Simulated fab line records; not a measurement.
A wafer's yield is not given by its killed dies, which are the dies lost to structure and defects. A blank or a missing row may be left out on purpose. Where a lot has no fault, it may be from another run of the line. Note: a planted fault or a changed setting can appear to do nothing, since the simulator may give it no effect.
Problem report, 8D (eight disciplines) form, completed by code :: flow sky130 :: the parts of the form that need people (team, actions taken, sign-off) are left out

1. THE PROBLEM
CAPM_CVD_00_THK at SKY_CAPM_THK_MEAS_01 reads a mean of 18.41 nm on 1 wafer of 1 lot; wafers without a fault read 15.53 nm with a standard deviation of 0.21. Relative to the usual mean, that is a shift of +14 standard deviations.
Earliest sighting: wafer L635.5 on filmMetro-02 at day 41 18:55. The record holds 33 wafers of 11 lots with a number at this step. Rule for "out", or "out of limits": more than 4 standard deviations from the usual mean. Any other wafer with a number is counted as sound.

2. WHAT IT IS; WHAT IT IS NOT
question: which readings at this step
is: CAPM_CVD_00_THK
is not: -

question: which lots
is: L635
is not: L620, L621, L622, L623, L625, L626, L628, L629, L630, L637

question: which wafers of those lots
is: L635.5
is not: L635.2, L635.6

question: read on which gauges
is: filmMetro-02
is not: filmMetro-01, filmMetro-03

question: when
is: from day 41 18:55
is not: up to then (29 sound wafers); but 3 sound wafers of L637 came after

3. WHAT RULES OUT EACH SUSPECT
Counting: any tool at a process step up to the reading remains a suspect provided it ran every lot that is out. Sound lots after the first of them don't rule it out here, since some wafers of a struck lot are sound.
- the gauge at SKY_CAPM_THK_MEAS_01 is ruled out. All the wafers that are out were read on filmMetro-02, but those of them that SKY_METAL3_ETCH_17 has rows for are out there too, on other tools.
- pvdSputter-01 at SKY_METAL3_SPUTTER_00 (material Ti, target thk 15 nm, time 10 s): kept. It processed L635, the lot that is out, at day 41 18:44, and its most recent sound lot before then was L629 at day 40 04:57.
- pecvd-02 at SKY_CAPM_CVD_00 (deposits SiO2, target thk 15.5 nm): kept. It processed L635, the lot that is out, at day 41 18:53, and its most recent sound lot before then was L630 at day 41 00:20.
- Within pecvd-02 at SKY_CAPM_CVD_00, the wafers that are out were processed in chamber 2 and their sound lot-mates in chamber 0.
Remaining after the count are pvdSputter-01 at SKY_METAL3_SPUTTER_00 and pecvd-02 at SKY_CAPM_CVD_00.

4. THE CAUSE (what the simulator had put in)
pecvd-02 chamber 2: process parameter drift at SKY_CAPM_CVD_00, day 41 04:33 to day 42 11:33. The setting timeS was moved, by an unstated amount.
After counting, 2 suspects remain, this tool included.

5. SEQUENCE OF EFFECTS, ordered by route
One row per reading whose mean, taken over the struck wafers that have a number, lies over 3 standard deviations from the usual. Only readings whose record carries a usual standard deviation are examined. hours: median over the lots of the time between each lot's start at the first step of this table that gives one and its start at this step. sigmas: the change, counted in usual standard deviations.
hours: 0
step: SKY_CAPM_THK_MEAS_01
reading: CAPM_CVD_00_THK
usual: 15.53 nm
on struck wafers: 18.41
change: +2.88
sigmas: +14

hours: 49
step: SKY_METAL3_ETCH_17
reading: oesProductAu
usual: 0.736 a.u.
on struck wafers: 0.810
change: +0.074
sigmas: +10
Process steps it contains:
- SKY_METAL3_ETCH_17: etches SiO2 in C4F8/O2/Ar, stops on TiN, time 3.9 s, target depth 15 nm.
Later steps that measure or inspect, where all struck wafers having a row at the step show a number for every such reading and not one has moved that far: SKY_CAPM_OVL_MEAS_12.

6. WHAT WOULD HAVE CAUGHT IT SOONER
Counted from the fault's start at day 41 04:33, it took 14 hours until the first out-of-limits reading at a measuring or inspecting step in this record, taken at day 41 18:55.
No tool reading at SKY_CAPM_CVD_00 that has a usual standard deviation in the record was out on any struck wafer, so an alarm limit of 4 standard deviations on those readings would not have fired.
All the lots that are out (1) had begun SKY_CAPM_CVD_00 on pecvd-02 by day 41 18:55. None of them would have been spared by holding the tool at that moment.
